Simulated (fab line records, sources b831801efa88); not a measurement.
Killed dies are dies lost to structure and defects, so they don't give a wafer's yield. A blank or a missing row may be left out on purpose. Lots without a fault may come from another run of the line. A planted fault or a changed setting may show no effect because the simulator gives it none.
Chamber matching | flow sky130 | SKY_VIA2_ETCH_14 on rie_diel-01: 4 sister chambers
The step etches BARC in N2/H2, stops on SiO2, time 45.9 s, target depth 60 nm. 8 wafers are shown with their chamber, then 10 later ones without.

WAFERS WITH THEIR CHAMBER
wafer  | chamber | drypump_motor_current_A (A) | oes_product_au (a.u.)
L077.6 | 3       | 5.2                         | 0.858
L081.2 | 0       | 5.2                         | 0.851
L081.6 | 3       | 5.3                         | 0.847
L082.2 | 1       | 6.6                         | 0.861
L082.4 | 1       | 6.6                         | 0.855
L082.6 | 2       | 5.2                         | 0.856
L083.2 | 2       | 5.2                         | 0.863
L083.4 | 0       | 5.2                         | 0.860

WAFERS WITHOUT THEIR CHAMBER
wafer  | drypump_motor_current_A (A) | oes_product_au (a.u.)
L083.6 | 5.2                         | 0.854
L091.2 | 5.2                         | 0.860
L091.3 | 5.2                         | 0.865
L091.4 | 6.6                         | 0.848
L092.1 | 5.2                         | 0.854
L092.3 | 5.2                         | 0.848
L092.4 | 5.2                         | 0.861
L096.4 | 6.6                         | 0.856
L096.5 | 5.2                         | 0.848
L096.6 | 6.6                         | 0.852

WHICH CHAMBER EACH WENT THROUGH
wafer  | from the rows above          | in truth
L083.6 | can't be placed: 0 or 2 or 3 | 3
L091.2 | can't be placed: 2 or 0 or 3 | 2
L091.3 | can't be placed: 2 or 0 or 3 | 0
L091.4 | 1                            | 1
L092.1 | can't be placed: 0 or 2 or 3 | 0
L092.3 | can't be placed: 0 or 3 or 2 | 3
L092.4 | can't be placed: 2 or 0 or 3 | 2
L096.4 | 1                            | 1
L096.5 | can't be placed: 0 or 3 or 2 | 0
L096.6 | 1                            | 1
Placed correctly: 3 of 10. Can't be placed from these rows: 7 (the true chamber is among the candidates in 7). Placed wrongly: 0.
How it was worked out, from the rows above alone: a wafer's distance from a chamber is the root of the sum, over the readings, of the square of ((its reading less the chamber's mean) divided by the reading's scatter). The wafer belongs to the nearest chamber; if the next one is less than 2 further off, it can't be placed. A chamber's mean is the mean of its shown wafers. The scatter: the root of (the sum of the squares of (reading less its chamber's mean) over the shown wafers, divided by (wafers less chambers)).
